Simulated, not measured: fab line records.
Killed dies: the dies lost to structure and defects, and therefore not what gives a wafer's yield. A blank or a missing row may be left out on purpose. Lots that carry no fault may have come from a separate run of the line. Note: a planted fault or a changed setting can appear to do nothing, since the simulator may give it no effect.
Which tool is to blame? / flow gf180mcu / 13 lots with 39 wafers sampled at 6 steps, on a route of 602 steps

== WHAT EACH GAUGE READ, for each wafer ==
GF_SALICIDE_RS_MEAS_04: uses a four-point probe to measure.
lot=L373; measured=day 15 06:23; on=film_metro-02; SALICIDE_TIN_RS (ohm/sq)=16.26 16.61 16.02
lot=L374; measured=day 15 09:58; on=film_metro-02; SALICIDE_TIN_RS (ohm/sq)=16.48 16.76 16.73
lot=L375; measured=day 15 15:13; on=film_metro-01; SALICIDE_TIN_RS (ohm/sq)=17.13 16.39 16.85
lot=L376; measured=day 15 23:49; on=film_metro-02; SALICIDE_TIN_RS (ohm/sq)=16.74 16.53 16.41
lot=L377; measured=day 16 02:37; on=film_metro-02; SALICIDE_TIN_RS (ohm/sq)=15.97 16.10 15.93
lot=L378; measured=day 16 19:28; on=film_metro-01; SALICIDE_TIN_RS (ohm/sq)=16.08 16.10 16.14
lot=L380; measured=day 17 19:38; on=film_metro-01; SALICIDE_TIN_RS (ohm/sq)=16.27 16.19 16.58
lot=L382; measured=day 18 13:18; on=film_metro-01; SALICIDE_TIN_RS (ohm/sq)=16.92 16.88 16.93
lot=L383; measured=day 19 00:39; on=film_metro-04; SALICIDE_TIN_RS (ohm/sq)=16.58 17.06 16.80
lot=L384; measured=day 19 13:32; on=film_metro-04; SALICIDE_TIN_RS (ohm/sq)=16.24 16.89 16.82
lot=L391; measured=day 21 20:37; on=film_metro-01; SALICIDE_TIN_RS (ohm/sq)=16.96 16.68 16.83
lot=L392; measured=day 22 04:47; on=film_metro-04; SALICIDE_TIN_RS (ohm/sq)=16.50 16.50 16.59
lot=L395; measured=day 23 01:03; on=film_metro-04; SALICIDE_TIN_RS (ohm/sq)=16.85 16.54 16.79

GF_CONTACT_RS_MEAS_25: uses a four-point probe to measure.
lot=L373; measured=day 16 06:08; on=film_metro-03; CONTACT_W_RS (ohm/sq)=0.391 0.379 0.390
lot=L374; measured=day 16 10:04; on=film_metro-02; CONTACT_W_RS (ohm/sq)=0.383 0.384 0.384
lot=L375; measured=day 16 15:28; on=film_metro-03; CONTACT_W_RS (ohm/sq)=0.389 0.381 0.383
lot=L376; measured=day 17 00:26; on=film_metro-03; CONTACT_W_RS (ohm/sq)=0.390 0.376 0.377
lot=L377; measured=day 17 02:58; on=film_metro-03; CONTACT_W_RS (ohm/sq)=0.384 0.382 0.377
lot=L378; measured=day 17 20:05; on=film_metro-01; CONTACT_W_RS (ohm/sq)=0.382 0.383 0.388
lot=L380; measured=day 18 21:31; on=film_metro-02; CONTACT_W_RS (ohm/sq)=0.385 0.381 0.383
lot=L382; measured=day 19 15:38; on=film_metro-02; CONTACT_W_RS (ohm/sq)=0.371 0.384 0.367
lot=L383; measured=day 20 03:02; on=film_metro-01; CONTACT_W_RS (ohm/sq)=0.382 0.390 0.384
lot=L384; measured=day 20 15:49; on=film_metro-03; CONTACT_W_RS (ohm/sq)=0.386 0.387 0.381
lot=L391; measured=day 22 21:32; on=film_metro-03; CONTACT_W_RS (ohm/sq)=0.382 0.313 0.312
lot=L392; measured=day 23 05:38; on=film_metro-01; CONTACT_W_RS (ohm/sq)=0.384 0.318 0.316
lot=L395; measured=day 24 01:34; on=film_metro-01; CONTACT_W_RS (ohm/sq)=0.376 0.379 0.379

GF_CONTACT_THK_MEAS_26: measures by xrf.
lot=L373; measured=day 16 06:13; on=film_metro-03; CONTACT_W_THK (nm)=294 303 295
lot=L374; measured=day 16 10:11; on=film_metro-02; CONTACT_W_THK (nm)=311 311 312
lot=L375; measured=day 16 15:35; on=film_metro-03; CONTACT_W_THK (nm)=297 304 302
lot=L376; measured=day 17 00:33; on=film_metro-03; CONTACT_W_THK (nm)=297 307 308
lot=L377; measured=day 17 03:05; on=film_metro-03; CONTACT_W_THK (nm)=303 303 306
lot=L378; measured=day 17 20:12; on=film_metro-01; CONTACT_W_THK (nm)=308 307 303
lot=L380; measured=day 18 21:37; on=film_metro-02; CONTACT_W_THK (nm)=309 313 313
lot=L382; measured=day 19 15:45; on=film_metro-02; CONTACT_W_THK (nm)=320 309 323
lot=L383; measured=day 20 03:09; on=film_metro-01; CONTACT_W_THK (nm)=306 300 305
lot=L384; measured=day 20 15:56; on=film_metro-03; CONTACT_W_THK (nm)=301 300 304
lot=L391; measured=day 22 21:40; on=film_metro-03; CONTACT_W_THK (nm)=301 367 370
lot=L392; measured=day 23 05:45; on=film_metro-01; CONTACT_W_THK (nm)=306 370 370
lot=L395; measured=day 24 01:40; on=film_metro-01; CONTACT_W_THK (nm)=315 310 311

GF_M1_THK_MEAS_06: measures by xrf.
lot=L373; measured=day 16 06:55; on=film_metro-04; M1_ALCU_THK (nm)=449 448 454
lot=L374; measured=day 16 10:53; on=film_metro-04; M1_ALCU_THK (nm)=453 466 450
lot=L375; measured=day 16 16:17; on=film_metro-02; M1_ALCU_THK (nm)=439 449 442
lot=L376; measured=day 17 01:15; on=film_metro-02; M1_ALCU_THK (nm)=460 449 452
lot=L377; measured=day 17 03:47; on=film_metro-02; M1_ALCU_THK (nm)=448 453 458
lot=L378; measured=day 17 20:54; on=film_metro-03; M1_ALCU_THK (nm)=439 440 449
lot=L380; measured=day 18 22:19; on=film_metro-02; M1_ALCU_THK (nm)=449 462 463
lot=L382; measured=day 19 16:27; on=film_metro-04; M1_ALCU_THK (nm)=446 445 441
lot=L383; measured=day 20 03:51; on=film_metro-03; M1_ALCU_THK (nm)=457 450 455
lot=L384; measured=day 20 16:39; on=film_metro-04; M1_ALCU_THK (nm)=446 450 441
lot=L391; measured=day 22 22:22; on=film_metro-02; M1_ALCU_THK (nm)=456 454 446
lot=L392; measured=day 23 06:28; on=film_metro-04; M1_ALCU_THK (nm)=459 458 461
lot=L395; measured=day 24 02:22; on=film_metro-03; M1_ALCU_THK (nm)=436 447 447

== EACH LOT AND THE TOOL THAT RAN IT (in order: tool; ch and the chambers of the sampled wafers; start) ==
lot=L373; GF_CONTACT_CVD_24=cvd_w-02 ch 0,1, day 16 06:00; GF_M1_SPUTTER_03=pvd_sputter-02, day 16 06:43
lot=L374; GF_CONTACT_CVD_24=cvd_w-01 ch 0,1, day 16 09:58; GF_M1_SPUTTER_03=pvd_sputter-04, day 16 10:43
lot=L375; GF_CONTACT_CVD_24=cvd_w-01 ch 0,1, day 16 15:22; GF_M1_SPUTTER_03=pvd_sputter-01, day 16 16:07
lot=L376; GF_CONTACT_CVD_24=cvd_w-02 ch 0,1, day 17 00:19; GF_M1_SPUTTER_03=pvd_sputter-01, day 17 01:04
lot=L377; GF_CONTACT_CVD_24=cvd_w-01 ch 0,1, day 17 02:52; GF_M1_SPUTTER_03=pvd_sputter-02, day 17 03:37
lot=L378; GF_CONTACT_CVD_24=cvd_w-02 ch 0,1, day 17 19:59; GF_M1_SPUTTER_03=pvd_sputter-01, day 17 20:43
lot=L380; GF_CONTACT_CVD_24=cvd_w-01 ch 0,1, day 18 21:23; GF_M1_SPUTTER_03=pvd_sputter-02, day 18 22:08
lot=L382; GF_CONTACT_CVD_24=cvd_w-02 ch 0,1, day 19 15:32; GF_M1_SPUTTER_03=pvd_sputter-01, day 19 16:16
lot=L383; GF_CONTACT_CVD_24=cvd_w-01 ch 0,1, day 20 02:56; GF_M1_SPUTTER_03=pvd_sputter-02, day 20 03:40
lot=L384; GF_CONTACT_CVD_24=cvd_w-01 ch 0,1, day 20 15:43; GF_M1_SPUTTER_03=pvd_sputter-01, day 20 16:28
lot=L391; GF_CONTACT_CVD_24=cvd_w-01 ch 0,1, day 22 21:26; GF_M1_SPUTTER_03=pvd_sputter-02, day 22 22:11
lot=L392; GF_CONTACT_CVD_24=cvd_w-01 ch 0,1, day 23 05:32; GF_M1_SPUTTER_03=pvd_sputter-04, day 23 06:17
lot=L395; GF_CONTACT_CVD_24=cvd_w-02 ch 0,1, day 24 01:26; GF_M1_SPUTTER_03=pvd_sputter-02, day 24 02:11
- GF_CONTACT_CVD_24: deposits W, target thk 300 nm, time 90.339 s.
- GF_M1_SPUTTER_03: material Ti, target thk 10 nm, time 6.7 s.

== WHAT THE TOOLS THEMSELVES READ (means of the sampled wafers that have a number; where no wafer has one, the mark that the record gives instead) ==
GF_CONTACT_CVD_24.
lot=L373; tool=cvd_w-02; heater_power_w (W)=863
lot=L374; tool=cvd_w-01; heater_power_w (W)=808
lot=L375; tool=cvd_w-01; heater_power_w (W)=807
lot=L376; tool=cvd_w-02; heater_power_w (W)=894
lot=L377; tool=cvd_w-01; heater_power_w (W)=771
lot=L378; tool=cvd_w-02; heater_power_w (W)=893
lot=L380; tool=cvd_w-01; heater_power_w (W)=714
lot=L382; tool=cvd_w-02; heater_power_w (W)=882
lot=L383; tool=cvd_w-01; heater_power_w (W)=767
lot=L384; tool=cvd_w-01; heater_power_w (W)=753
lot=L391; tool=cvd_w-01; heater_power_w (W)=754
lot=L392; tool=cvd_w-01; heater_power_w (W)=767
lot=L395; tool=cvd_w-02; heater_power_w (W)=856

GF_M1_SPUTTER_03.
lot=L373; tool=pvd_sputter-02; throttle_valve_pct (%)=30.6
lot=L374; tool=pvd_sputter-04; throttle_valve_pct (%)=31.6
lot=L375; tool=pvd_sputter-01; throttle_valve_pct (%)=29.7
lot=L376; tool=pvd_sputter-01; throttle_valve_pct (%)=28.9
lot=L377; tool=pvd_sputter-02; throttle_valve_pct (%)=30.6
lot=L378; tool=pvd_sputter-01; throttle_valve_pct (%)=29.7
lot=L380; tool=pvd_sputter-02; throttle_valve_pct (%)=30.7
lot=L382; tool=pvd_sputter-01; throttle_valve_pct (%)=29.2
lot=L383; tool=pvd_sputter-02; throttle_valve_pct (%)=30.9
lot=L384; tool=pvd_sputter-01; throttle_valve_pct (%)=29.8
lot=L391; tool=pvd_sputter-02; throttle_valve_pct (%)=30.9
lot=L392; tool=pvd_sputter-04; throttle_valve_pct (%)=30.9
lot=L395; tool=pvd_sputter-02; throttle_valve_pct (%)=30.5

== THE ANSWER, worked out from the rows above alone ==
Rule: the lots themselves supply what counts as usual. The widest of any qualifying gaps counts: lots, ordered by their means at a reading, are off when they make up no more than a third of the lots, leave a main group of 4 or more, and stand apart from it by 3 or more times the standard deviation of that group's means. The tables above print the reading to a certain number of digits; a main group whose means all agree to those digits is not used. A lot without any number at a reading at which 4 lots or more have one is off too. Where the step has rows for the other lots, those lots are counted as sound. After the gauges, taken in route order, come the tools' own readings; for these a lot's mean is taken, as printed above. At the first step where some lot is off, the reading lying furthest off is the one used; lots without a number count as furthest.
Off: L391, L392, seen at GF_CONTACT_RS_MEAS_25 (CONTACT_W_RS). The main group has a mean of 0.382 ohm/sq with a standard deviation of 0.0035.
If a tool, at a process step before that reading, ran all the lots that are off and no sound lot after the first of them, it fits. Gauges at GF_CONTACT_RS_MEAS_25: tried the same way as those tools. One fits: cvd_w-01 at GF_CONTACT_CVD_24. Its last sound lot is L384 (day 20 15:43), its first lot that is off L391 (day 22 21:26): a fault that began between those two fits.

== WHAT WAS PUT IN BY THE SIMULATOR ==
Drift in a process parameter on cvd_w-01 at GF_CONTACT_CVD_24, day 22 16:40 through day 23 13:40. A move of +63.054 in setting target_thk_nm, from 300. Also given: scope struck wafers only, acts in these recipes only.
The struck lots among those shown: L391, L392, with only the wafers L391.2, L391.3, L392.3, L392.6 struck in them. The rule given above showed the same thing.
